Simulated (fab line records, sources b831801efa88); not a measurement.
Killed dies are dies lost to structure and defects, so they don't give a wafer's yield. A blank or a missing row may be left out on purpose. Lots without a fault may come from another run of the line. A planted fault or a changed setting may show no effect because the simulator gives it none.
Tool commonality check | flow gf180mcu | 11 lots, 33 wafers sampled

WHY IT WAS OPENED
At GF_V3_RS_MEAS_24 the reading V3_W_RS is flagged on 2 of 11 lots. Wafers without a fault read 0.327 ohm/sq, standard deviation 0.0059.
Rule: a lot is flagged when every wafer of it that has a number lies more than 4 standard deviations from that mean, or none has a number. The other lots count as sound.

lot  | measured     | on            | V3_W_RS (ohm/sq), wafer by wafer | flag
L345 | day 22 19:24 | film_metro-04 | 0.336 0.329 0.331                |
L348 | day 23 23:52 | film_metro-02 | 0.475 0.456 0.458                | FLAGGED
L349 | day 24 04:46 | film_metro-02 | 0.478 0.469 0.479                | FLAGGED
L350 | day 24 13:46 | film_metro-04 | 0.322 0.321 0.322                |
L356 | day 26 18:03 | film_metro-02 | 0.337 0.338 0.338                |
L357 | day 27 03:35 | film_metro-04 | 0.334 0.330 0.333                |
L358 | day 27 10:26 | film_metro-02 | 0.328 0.331 0.327                |
L360 | day 27 19:47 | film_metro-01 | 0.333 0.327 0.326                |
L361 | day 28 02:38 | film_metro-04 | 0.320 0.324 0.320                |
L363 | day 28 15:04 | film_metro-02 | 0.336 0.338 0.335                |
L367 | day 29 19:04 | film_metro-01 | 0.331 0.329 0.328                |
The numbers of the flagged lots are 0.469 ohm/sq on average: +0.142 ohm/sq against the usual, or +24 standard deviations.

WHICH TOOL RAN EACH LOT
The record holds 2 process steps before the reading, out of a route of 602 steps. In each cell: the tool, then ch and the chambers that the sampled wafers went through, then the start.
lot  | flag    | GF_V2_SPUTTER_21             | GF_V3_CVD_23
L345 |         | pvd_sputter-02, day 20 16:47 | cvd_w-01 ch 0,1, day 22 19:17
L348 | FLAGGED | pvd_sputter-04, day 21 22:38 | cvd_w-01 ch 0,1, day 23 23:45
L349 | FLAGGED | pvd_sputter-04, day 22 04:43 | cvd_w-01 ch 0,1, day 24 04:39
L350 |         | pvd_sputter-01, day 22 13:50 | cvd_w-02 ch 0,1, day 24 13:40
L356 |         | pvd_sputter-04, day 24 20:50 | cvd_w-01 ch 1, day 26 17:56
L357 |         | pvd_sputter-01, day 25 06:22 | cvd_w-01 ch 0,1, day 27 03:28
L358 |         | pvd_sputter-02, day 25 13:53 | cvd_w-01 ch 0,1, day 27 10:20
L360 |         | pvd_sputter-01, day 25 23:41 | cvd_w-01 ch 0,1, day 27 19:41
L361 |         | pvd_sputter-01, day 26 07:04 | cvd_w-02 ch 0,1, day 28 02:30
L363 |         | pvd_sputter-02, day 26 20:11 | cvd_w-01 ch 0,1, day 28 14:56
L367 |         | pvd_sputter-04, day 28 02:08 | cvd_w-01 ch 0,1, day 29 18:57
What these steps do:
- GF_V2_SPUTTER_21: material Ti, target thk 15 nm, time 80.02 s.
- GF_V3_CVD_23: deposits W, target thk 350 nm, time 104.9 s.
- GF_V3_RS_MEAS_24: measures by four-point-probe.

FLAGGED OVER TOTAL, TOOL BY TOOL (the gauges that took the reading come last)
step             | tool           | lots run | flagged | share of the flagged lots | sound lots run after its first flagged lot
GF_V2_SPUTTER_21 | pvd_sputter-01 | 4        | 0       | none                      | -
GF_V2_SPUTTER_21 | pvd_sputter-02 | 3        | 0       | none                      | -
GF_V2_SPUTTER_21 | pvd_sputter-04 | 4        | 2       | all                       | 2 (L356,L367)
GF_V3_CVD_23     | cvd_w-01       | 9        | 2       | all                       | 6 (L356,L357,L358,L360,L363,L367)
GF_V3_CVD_23     | cvd_w-02       | 2        | 0       | none                      | -
GF_V3_RS_MEAS_24 | film_metro-01  | 2        | 0       | none                      | -
GF_V3_RS_MEAS_24 | film_metro-02  | 5        | 2       | all                       | 3 (L356,L358,L363)
GF_V3_RS_MEAS_24 | film_metro-04  | 4        | 0       | none                      | -

WHAT THE TABLE ALLOWS
3 rows of the table ran every flagged lot: pvd_sputter-04 at GF_V2_SPUTTER_21, cvd_w-01 at GF_V3_CVD_23, film_metro-02 at GF_V3_RS_MEAS_24.
- pvd_sputter-04 at GF_V2_SPUTTER_21: 2 of its 4 lots flagged. Sound lots ran on it after the first flagged one (L356, L367), which a lasting fault on the whole tool wouldn't allow.
- cvd_w-01 at GF_V3_CVD_23: 2 of its 9 lots flagged. Sound lots ran on it after the first flagged one (L356, L357, L358, L360, L363, L367), which a lasting fault on the whole tool wouldn't allow.
- film_metro-02 at GF_V3_RS_MEAS_24: 2 of its 5 lots flagged. Sound lots ran on it after the first flagged one (L356, L358, L363), which a lasting fault on the whole tool wouldn't allow.
No row of the table ran every flagged lot and no sound lot after the first.

WHAT THE SIMULATOR HAD PUT IN
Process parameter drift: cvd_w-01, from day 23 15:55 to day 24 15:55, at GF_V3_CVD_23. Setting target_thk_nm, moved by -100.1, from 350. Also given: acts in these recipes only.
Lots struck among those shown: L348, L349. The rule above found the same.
